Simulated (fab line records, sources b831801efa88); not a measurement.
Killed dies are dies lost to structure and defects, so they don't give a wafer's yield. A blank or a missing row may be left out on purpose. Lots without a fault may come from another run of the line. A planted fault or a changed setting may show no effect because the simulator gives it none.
fab line records | flow sky130
record lots=14 wafers=42 last_day=50
route steps=708 shown LI_CONTACT@378 VIA2@516 METAL3@532
lots that met no fault: from a run of the same line without faults
start_h: hours from the record's first day to the start of the lot's first wafer shown | wait_h: hours since the lot's step before | " the same as in the row above | L1.1+2: a row that stands for several wafers | - no value, or no start given | * or withheld: withheld | < > ~ a bound
route shown NAME@n: a module of which the file shows steps, and the number in the route of the first | usual: mean/standard deviation of fault-free wafers | same: alike in all rows | chamber/n: place in a boat | sites: the reading at each site | _std_site: their standard deviation | _edge_site: outer sites' mean less inner sites' | radius_mm: how far each site lies from the wafer's centre | mask NAME#n: copy n | behind: the tool/chamber that last shaped the wafer | hold: why the lot was held/for how many hours/how that ended | device: the transistor (n, p or np) that didn't switch | end of line: the same wafers' tests at the end of the route | a step without rows: its recipe alone | killed: dies lost to structure and defects at the first sort, not the wafer's yield | map: a wafer's dies, x killed, . not, _ none there
set.NAME: the setting as run; set.NAME@STEP: as run at that earlier step | model.NAME: the simulator's own value behind a step, which no gauge read
steps of the route over a sample of lots; a table a step, a row a wafer
services: from which hour (start_h, from the record's first day; less than 0 if before it) a tool's chamber was out of use, for how many hours, and why
## steps
# step SKY_LI_CONTACT_STRIP_16
# recipe chemistry=O2/N2 power_w=1400 pressure_mtorr=1500 platen_temp_c=withheld o2_flow_sccm=3000 n2_flow_sccm=300 overash_fraction=0.5
# usual drypump_motor_current_A=5.8/0.46 oes_product_au=0.376/0.005 strip_time_to_endpoint_s=3.50/0.044
# columns lot.wafer tool chamber start_h wait_h drypump_motor_current_A oes_product_au rf_hours_counter_h strip_time_to_endpoint_s
L231.1 plasma_asher-03 0 695.29 - 6.1 0.378 88 3.59
L231.3 " 1 " " 6.1 0.377 - 3.54
L231.4 " 0 " " 6.1 0.379 - 3.55
L233.1 plasma_asher-02 1 716.96 - 5.2 0.378 61 3.44
L233.2 " 0 " " 5.2 0.376 61 3.44
L233.4 " 0 " " 5.2 0.381 - 3.43
L234.4 plasma_asher-03 0 719.37 - 6.0 0.372 - 3.47
L234.5 " 1 " " 6.1 0.377 - 3.60
L234.6 " 0 " " 6.1 0.380 - 3.54
L235.1 plasma_asher-01 0 738.11 - 5.3 0.377 87 3.51
L235.3 " 1 " " 6.3 0.382 - 3.49
L235.6 " 0 " " 5.3 0.369 - 3.48
L236.3 plasma_asher-02 0 741.49 - 5.2 0.383 - 3.57
L236.5 " 1 " " 5.2 0.374 - 3.52
L236.6 " 0 " " 5.2 0.366 - 3.54
L238.1 plasma_asher-02 1 748.10 - 5.2 0.376 65 3.45
L238.2 " 0 " " 5.2 0.373 65 3.50
L238.3 " 1 " " 5.2 0.366 - 3.48
L242.1 plasma_asher-03 1 784.31 - 6.0 0.375 4 3.45
L242.4 " 1 " " 6.1 0.384 - 3.54
L242.5 " 0 " " 6.0 0.368 - 3.46
L244.3 plasma_asher-01 0 798.75 - 5.2 0.377 - 3.49
L244.4 " 1 " " 6.3 0.386 - 3.51
L244.6 " 0 " " 5.3 0.375 - 3.48
L243.1 plasma_asher-01 1 801.79 - 6.3 0.373 93 3.51
L243.4 " 1 " " 6.4 0.381 - 3.52
L243.5 " 0 " " 5.2 0.378 - 3.52
L245.3 plasma_asher-01 0 804.58 - 5.3 0.381 - 3.50
L245.4 " 1 " " 6.4 0.380 - 3.50
L245.5 " 1 " " 6.4 0.378 - 3.48
L246.1 plasma_asher-01 1 818.90 - 6.4 0.379 95 3.51
L246.2 " 0 " " 5.3 0.374 95 3.55
L246.5 " 1 " " 6.4 0.376 - 3.56
L247.3 plasma_asher-03 1 821.18 - 6.1 0.381 - 3.47
L247.4 " 0 " " 6.0 0.370 - 3.48
L247.5 " 0 " " 6.1 0.377 - 3.48
L248.1 plasma_asher-03 0 822.39 - 6.1 0.379 8 3.51
L248.3 " 0 " " 6.1 0.369 - 3.46
L248.6 " 1 " " 6.0 0.372 - 3.47
L251.2 plasma_asher-02 0 849.12 - 5.2 0.382 74 3.54
L251.3 " 1 " " 5.2 0.375 - 3.55
L251.4 " 0 " " 5.2 0.374 - 3.43
# step SKY_VIA2_EXPOSE_09
# recipe mask_id=VIM2 na=0.8 source_shape=annular sigma_inner=0.55 sigma_outer=0.85 target_cd_nm=200 dose_mj=38
# usual exposure_dose_mJ_cm2=38.06/0.18 focus_offset_nm=0.0/0.52 reticle_temp_C=23.02/0.095
# columns lot.wafer tool chamber start_h wait_h mask exposure_dose_mJ_cm2 focus_offset_nm reticle_temp_C
L231.1 krf_scanner-02 0 855.47 - VIM2#0 38.07 0.7 23.06
L231.3 " 0 " " VIM2#0 38.07 0.3 23.05
L231.4 " 0 " " VIM2#0 38.01 0.8 22.92
L233.1 krf_scanner-01 0 876.95 - VIM2#0 37.91 -0.1 23.14
L233.2 " 0 " " VIM2#0 37.93 -0.5 23.08
L233.4 " 0 " " VIM2#0 37.84 0.5 23.11
L234.4 krf_scanner-02 0 879.14 - VIM2#0 38.15 0.7 23.04
L234.5 " 0 " " VIM2#0 38.13 -0.1 23.06
L234.6 " 0 " " VIM2#0 38.10 0.8 22.95
L235.1 krf_scanner-02 0 895.63 - VIM2#0 37.96 0.3 23.09
L235.3 " 0 " " VIM2#0 38.02 0.3 23.05
L235.6 " 0 " " VIM2#0 38.00 0.0 23.14
L236.3 krf_scanner-02 - 898.61 - VIM2#0 - - -
L236.5 " - " " VIM2#0 - - -
L236.6 " - " " VIM2#0 - - -
L238.1 krf_scanner-02 - 905.66 - VIM2#0 - - -
L238.2 " - " " VIM2#0 - - -
L238.3 " - " " VIM2#0 - - -
L242.1 krf_scanner-02 0 939.80 - VIM2#0 38.04 -0.7 22.98
L242.4 " 0 " " VIM2#0 38.02 -0.1 23.06
L242.5 " 0 " " VIM2#0 38.06 -0.5 23.02
L244.3 krf_scanner-02 0 953.01 - VIM2#0 38.05 -0.3 22.86
L244.4 " 0 " " VIM2#0 38.09 -0.4 22.84
L244.6 " 0 " " VIM2#0 38.04 0.2 22.89
L243.1 krf_scanner-01 0 956.11 - VIM2#0 37.94 0.3 23.08
L243.4 " 0 " " VIM2#0 38.00 0.4 22.84
L243.5 " 0 " " VIM2#0 37.95 0.0 22.86
L245.3 krf_scanner-01 0 957.40 - VIM2#0 37.88 -0.6 23.18
L245.4 " 0 " " VIM2#0 37.92 -0.2 22.91
L245.5 " 0 " " VIM2#0 37.89 0.3 23.07
L246.1 krf_scanner-02 0 970.38 - VIM2#0 38.01 -0.9 22.94
L246.2 " 0 " " VIM2#0 38.04 -1.0 23.04
L246.5 " 0 " " VIM2#0 38.06 -0.6 23.03
L247.3 krf_scanner-01 0 972.62 - VIM2#0 37.92 0.4 23.09
L247.4 " 0 " " VIM2#0 37.94 1.0 23.00
L247.5 " 0 " " VIM2#0 37.94 -0.1 22.97
L248.1 krf_scanner-02 0 975.25 - VIM2#0 38.01 -0.1 23.00
L248.3 " 0 " " VIM2#0 38.08 -0.4 23.01
L248.6 " 0 " " VIM2#0 38.10 -0.2 22.98
L251.2 krf_scanner-01 0 999.48 - VIM2#0 38.45 0.6 23.18
L251.3 " 0 " " VIM2#0 38.45 0.8 23.05
L251.4 " 0 " " VIM2#0 38.45 0.2 22.99
# step SKY_METAL3_SPUTTER_00
# recipe material=Ti target_thk_nm=15 power_w=3000 time_s=10 chamber_pressure_pa=0.4
# usual chamber_pressure_pa=0.4000/0.00085 throttle_valve_pct=30.2/1.1
# columns lot.wafer tool chamber start_h wait_h chamber_pressure_pa throttle_valve_pct
L231.1 pvd_sputter-02 - 870.65 0.2 0.3999 31.3
L231.3 " - " " 0.3997 29.4
L231.4 " - " " 0.4018 31.5
L233.1 pvd_sputter-01 - 891.36 0.2 0.4006 31.3
L233.2 " - " " 0.3993 29.7
L233.4 " - " " 0.3997 31.5
L234.4 pvd_sputter-03 - 894.11 0.2 0.4003 28.7
L234.5 " - " " 0.3997 29.6
L234.6 " - " " 0.4003 29.9
L235.1 pvd_sputter-02 - 909.72 0.1 0.4016 31.2
L235.3 " - " " 0.4011 28.3
L235.6 " - " " 0.3991 31.6
L242.1 pvd_sputter-01 - 953.63 0.2 0.3992 29.6
L242.4 " - " " 0.3998 31.1
L242.5 " - " " 0.4001 31.3
L244.3 pvd_sputter-03 - 966.81 0.1 0.4005 29.9
L244.4 " - " " 0.3996 30.1
L244.6 " - " " 0.4013 29.5
L243.1 pvd_sputter-03 - 969.83 0.2 0.4007 29.8
L243.4 " - " " 0.4010 29.5
L243.5 " - " " 0.3980 29.8
L245.3 pvd_sputter-02 - 971.35 0.2 0.3986 31.1
L245.4 " - " " 0.3998 31.3
L245.5 " - " " 0.4016 29.7
L246.1 pvd_sputter-02 - 983.58 0.1 0.4015 31.3
L246.2 " - " " 0.4000 29.7
L246.5 " - " " 0.4008 28.8
L247.3 pvd_sputter-03 - 986.36 0.1 0.3995 28.7
L247.4 " - " " 0.3997 28.6
L247.5 " - " " 0.3990 29.8
L248.1 pvd_sputter-03 - 988.85 0.1 0.3988 29.7
L248.3 " - " " 0.4004 29.9
L248.6 " - " " 0.4008 28.6
L251.2 pvd_sputter-02 - 1012.55 0.1 0.4003 29.5
L251.3 " - " " 0.4009 31.6
L251.4 " - " " 0.4006 28.4
# step SKY_METAL3_CD_MEAS_13
# recipe target_cd_nm=300
# usual cd_nm=300.0/1.6
# columns lot.wafer tool chamber start_h wait_h cd_nm
L231.1 cd_sem-02 - 923.56 - 297.3
L231.3 " - " " 296.9
L231.4 " - " " 298.3
L233.1 cd_sem-02 - 943.37 - 299.4
L233.2 " - " " 299.4
L233.4 " - " " 298.4
L234.4 cd_sem-01 - 946.17 - 298.9
L234.5 " - " " 298.1
L234.6 " - " " 298.6
L235.1 cd_sem-01 - 962.27 - 299.3
L235.3 " - " " 299.2
L235.6 " - " " 298.7
L242.1 cd_sem-02 - 1003.11 - 298.0
L242.4 " - " " 299.8
L242.5 " - " " 300.1
L244.3 cd_sem-02 - 1015.45 - 302.1
L244.4 " - " " 301.2
L244.6 " - " " 300.6
L243.1 cd_sem-02 - 1017.48 - 304.5
L243.4 " - " " 303.6
L243.5 " - " " 304.1
L245.3 cd_sem-02 - 1021.07 - 301.1
L245.4 " - " " 301.7
L245.5 " - " " 300.2
L246.1 cd_sem-02 - 1031.61 - 300.3
L246.2 " - " " 299.4
L246.5 " - " " 300.6
L247.3 cd_sem-02 - 1034.00 - 300.6
L247.4 " - " " 299.5
L247.5 " - " " 299.1
L248.1 cd_sem-01 - 1036.77 - 299.7
L248.3 " - " " 299.1
L248.6 " - " " 298.5
L251.2 cd_sem-02 - 1059.79 - 300.1
L251.3 " - " " 301.9
L251.4 " - " " 301.5
## services
# columns tool chamber start_h hours kind
krf_scanner-01 - 693.94 0.8 pm
krf_scanner-01 - 695.26 0.7 repair
krf_scanner-01 - 699.88 1.0 pm
krf_scanner-01 - 725.90 1.3 pm
plasma_asher-03 - 733.75 9.0 pm
krf_scanner-01 - 736.63 0.2 repair
krf_scanner-02 - 743.04 0.8 pm
krf_scanner-02 - 751.52 1.0 pm
pvd_sputter-03 - 754.15 9.5 repair
pvd_sputter-03 - 767.52 0.8 repair
plasma_asher-01 - 774.00 2.9 repair
krf_scanner-02 - 789.17 1.3 pm
krf_scanner-02 - 791.16 1.0 repair
plasma_asher-03 - 817.45 2.9 repair
krf_scanner-02 - 833.86 1.9 repair
krf_scanner-01 - 844.34 0.5 repair
krf_scanner-01 - 862.74 0.8 pm
krf_scanner-02 - 863.14 2.1 repair
krf_scanner-01 - 868.88 1.0 pm
krf_scanner-02 - 911.84 0.8 pm
krf_scanner-02 - 920.52 1.0 pm
krf_scanner-02 - 954.73 6.0 repair
krf_scanner-02 - 965.07 1.3 pm
krf_scanner-02 - 979.58 3.6 pm
## key
first_sign step=SKY_VIA2_EXPOSE_09 reading=tool_record direction=missing
effect none on later readings
met_at SKY_VIA2_EXPOSE_09
struck_lots L236,L238
later_rows_left_out L236.3,L236.5,L236.6,L238.1,L238.2,L238.3
sort_left_out L236.3,L236.5,L236.6,L238.1,L238.2,L238.3
not_acting_at SKY_LI_CONTACT_STRIP_16,SKY_METAL3_SPUTTER_00,SKY_METAL3_CD_MEAS_13
onset_between 895.63 898.61
fault kind=skipped_step_whole tool=krf_scanner-02 chamber=- onset_h=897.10 steps=SKY_VIA2_EXPOSE_09 scope=struck_lots_only
# sort_left_out: the simulated sort isn't trusted on such a fault, so these wafers' sort isn't shown, and their yield isn't known
# later_rows_left_out: the simulator's readings of these wafers behind a module that went badly wrong aren't trusted and aren't shown, but for the sort
